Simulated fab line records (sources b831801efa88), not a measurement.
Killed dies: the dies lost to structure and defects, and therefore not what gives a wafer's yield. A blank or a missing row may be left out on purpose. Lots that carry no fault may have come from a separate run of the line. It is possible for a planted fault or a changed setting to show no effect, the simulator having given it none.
Which tool is to blame?	flow sky130	12 lots, 36 wafers sampled, at 4 steps of a route of 708

## WHAT EACH GAUGE READ, for each wafer
SKY_PAD_OPEN_BOW_MEAS_13. Usual: for PAD_OPEN_BOW the level is 47 um and the standard deviation is 8.7.
lot	measured	on	PAD_OPEN_BOW (um)	flag
L578	day 46 06:08	film-metro-01	29 26 40	
L580	day 46 19:55	film-metro-01	43 52 45	
L581	day 47 08:02	film-metro-01	45 41 27	
L583	day 47 19:31	film-metro-04	38 37 48	
L585	day 48 08:02	film-metro-01	46 49 61	
L586	day 48 23:59	film-metro-03	60 47 35	
L587	day 49 04:34	film-metro-01	42 38 44	
L591	day 49 15:07	film-metro-03	47 26 33	
L592	day 49 17:51	film-metro-04	53 53 53	
L593	day 50 03:02	film-metro-04	51 55 64	
L594	day 50 04:12	film-metro-03	55 45 47	
L601	day 51 09:19	film-metro-04	41 54 48	

## TOOL THAT RAN EACH LOT (tool first, then ch and the chambers of the sampled wafers, then the start)
lot	SKY_METAL3_STRIP_19	SKY_VIA4_CVD_18	SKY_METAL5_SPUTTER_04
L578	plasma-asher-01 ch 0,1, day 38 23:20	cvd-w-01 ch 0,1, day 43 08:22	pvd-sputter-01, day 43 09:24
L580	plasma-asher-04 ch 0,1, day 39 16:46	cvd-w-02 ch 0,1, day 43 22:59	pvd-sputter-02, day 43 23:44
L581	plasma-asher-03 ch 0,1, day 40 08:44	cvd-w-01 ch 0,1, day 44 12:50	pvd-sputter-02, day 44 13:35
L583	plasma-asher-03 ch 0,1, day 40 20:19	cvd-w-02 ch 0,1, day 44 23:50	pvd-sputter-01, day 45 00:46
L585	plasma-asher-01 ch 0,1, day 41 12:04	cvd-w-02 ch 0,1, day 45 13:33	pvd-sputter-04, day 45 14:18
L586	plasma-asher-01 ch 0,1, day 42 06:55	cvd-w-02 ch 0,1, day 46 06:38	pvd-sputter-02, day 46 07:43
L587	plasma-asher-01 ch 0, day 42 12:38	cvd-w-01 ch 0,1, day 46 12:42	pvd-sputter-01, day 46 13:30
L591	plasma-asher-01 ch 0,1, day 43 04:50	cvd-w-01 ch 0, day 47 01:40	pvd-sputter-01, day 47 02:25
L592	plasma-asher-01 ch 0, day 43 07:49	cvd-w-01 ch 0,1, day 47 03:39	pvd-sputter-01, day 47 04:24
L593	plasma-asher-01 ch 0,1, day 43 16:34	cvd-w-01 ch 0,1, day 47 14:01	pvd-sputter-04, day 47 14:46
L594	plasma-asher-01 ch 0,1, day 43 17:04	cvd-w-02 ch 0,1, day 47 15:18	pvd-sputter-01, day 47 16:03
L601	plasma-asher-04 ch 0,1, day 45 12:20	cvd-w-02 ch 0,1, day 49 02:24	pvd-sputter-02, day 49 03:09
- SKY_METAL3_STRIP_19: strips in O2/N2.
- SKY_VIA4_CVD_18: deposits W, target thk 505 nm, time 152.14 s.
- SKY_METAL5_SPUTTER_04: material TiN, target thk 70 nm, time 58.3 s.

## AS READ BY THE TOOLS THEMSELVES (means over the sampled wafers that have a number; for cases with no such wafer, the mark the record gives instead)
SKY_METAL3_STRIP_19. Usual: drypump-motor-current-A 5.7 A, standard deviation 0.39; o2-flow-sccm 3000 sccm, standard deviation 8.2; oes-product-au 0.507 a.u., standard deviation 0.0065; strip-time-to-endpoint-s 6.66 s, standard deviation 0.12.
lot	tool	drypump-motor-current-A (A)	o2-flow-sccm (sccm)	oes-product-au (a.u.)	strip-time-to-endpoint-s (s)	flag
L578	plasma-asher-01	5.6	2994	0.509	6.68	
L580	plasma-asher-04	5.3	3007	0.501	6.56	
L581	plasma-asher-03	6.0	2997	0.503	6.60	
L583	plasma-asher-03	5.9	2995	0.498	6.53	
L585	plasma-asher-01	5.7	2998	0.509	6.63	
L586	plasma-asher-01	5.8	3000	0.509	6.74	
L587	plasma-asher-01	6.0	2995	0.508	6.70	
L591	plasma-asher-01	5.8	2997	0.510	6.69	
L592	plasma-asher-01	6.0	2991	0.512	6.81	
L593	plasma-asher-01	5.6	3001	0.505	6.58	
L594	plasma-asher-01	5.8	3010	0.505	6.65	
L601	plasma-asher-04	5.3	2999	0.511	6.78	

SKY_VIA4_CVD_18. Usual: chamber-pressure-Torr 39.99 Torr, standard deviation 0.096; heater-power-w 965 W, standard deviation 48.
lot	tool	chamber-pressure-Torr (Torr)	heater-power-w (W)	flag
L578	cvd-w-01	40.05	1004	
L580	cvd-w-02	39.96	912	
L581	cvd-w-01	39.95	1001	
L583	cvd-w-02	39.98	910	
L585	cvd-w-02	39.98	943	
L586	cvd-w-02	40.00	944	
L587	cvd-w-01	40.03	987	
L591	cvd-w-01	40.05	1020	
L592	cvd-w-01	39.98	1026	
L593	cvd-w-01	39.99	1011	
L594	cvd-w-02	40.01	939	
L601	cvd-w-02	40.04	959	

SKY_METAL5_SPUTTER_04. Usual: throttle-valve-pct reads 29.9 % (standard deviation 0.86).
lot	tool	throttle-valve-pct (%)	flag
L578	pvd-sputter-01	30.0	
L580	pvd-sputter-02	30.3	
L581	pvd-sputter-02	29.3	
L583	pvd-sputter-01	30.2	
L585	pvd-sputter-04	30.0	
L586	pvd-sputter-02	30.0	
L587	pvd-sputter-01	30.5	
L591	pvd-sputter-01	29.5	
L592	pvd-sputter-01	29.3	
L593	pvd-sputter-04	29.6	
L594	pvd-sputter-01	30.0	
L601	pvd-sputter-02	29.9	

## THE ANSWER, worked out from the rows above alone
Rule: a lot is off if the mean of its wafers that have a number lies more than 3 standard deviations from the usual mean. A lot without any number at a reading at which 4 lots or more have one is off too. Where the step has rows for the other lots, those lots are counted as sound. First the gauges in route order, then the tools' own readings, where a lot's mean is used as printed above. At the first step where some lot is off, the reading lying furthest off is the one used; lots without a number count as furthest.
Nothing can be told from this: no lot is off at any reading shown.

## WHAT HAD BEEN PUT IN BY THE SIMULATOR
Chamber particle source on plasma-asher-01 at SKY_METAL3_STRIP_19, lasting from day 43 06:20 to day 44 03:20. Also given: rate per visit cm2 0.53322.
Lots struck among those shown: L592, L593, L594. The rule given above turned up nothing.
